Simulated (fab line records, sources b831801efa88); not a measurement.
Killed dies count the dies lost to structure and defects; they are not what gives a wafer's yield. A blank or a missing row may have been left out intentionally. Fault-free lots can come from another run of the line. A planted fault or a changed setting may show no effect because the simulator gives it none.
Matching of chambers / flow sky130 / SKY_CONTACT_CMP_04 on cmp-02 has 4 sister chambers
The step polishes SiO2. 4 wafers are shown with their chamber, then 7 later ones without.

== EACH WAFER AND ITS CHAMBER ==
wafer=L714.3; chamber=3; motor_current_A (A)=10.7
wafer=L714.6; chamber=1; motor_current_A (A)=12.7
wafer=L720.2; chamber=0; motor_current_A (A)=11.5
wafer=L720.3; chamber=2; motor_current_A (A)=11.2

== WAFERS WHOSE CHAMBER IS MISSING ==
wafer=L720.5; motor_current_A (A)=13.6
wafer=L721.2; motor_current_A (A)=10.7
wafer=L721.3; motor_current_A (A)=11.3
wafer=L721.6; motor_current_A (A)=11.6
wafer=L725.1; motor_current_A (A)=11.3
wafer=L725.5; motor_current_A (A)=12.5
wafer=L725.6; motor_current_A (A)=11.1

== THE CHAMBER EACH PASSED THROUGH ==
wafer=L720.5; from the rows above=1; in truth=1
wafer=L721.2; from the rows above=can't be placed: 3 or 2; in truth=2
wafer=L721.3; from the rows above=can't be placed: 2 or 0 or 3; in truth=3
wafer=L721.6; from the rows above=can't be placed: 0 or 2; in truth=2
wafer=L725.1; from the rows above=can't be placed: 2 or 0 or 3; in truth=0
wafer=L725.5; from the rows above=1; in truth=1
wafer=L725.6; from the rows above=can't be placed: 2 or 0 or 3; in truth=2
Correct placement for 2 of the 7. From these rows, 5 cannot be placed; in 5 the true chamber is one of the candidates. 0 placed wrongly.
How it was worked out, from the rows above alone: a wafer's distance from a chamber is the root of the sum, over the readings, of the square of ((its reading less the chamber's mean) divided by the reading's scatter). If the next closest chamber is less than 2 further off than the closest, the wafer can't be placed; otherwise it belongs to the closest. A chamber's mean is the mean of its shown wafers. The scatter (one wafer shown for each chamber): square how far every hidden wafer sits from the nearest shown wafer, average those squares and take the square root.
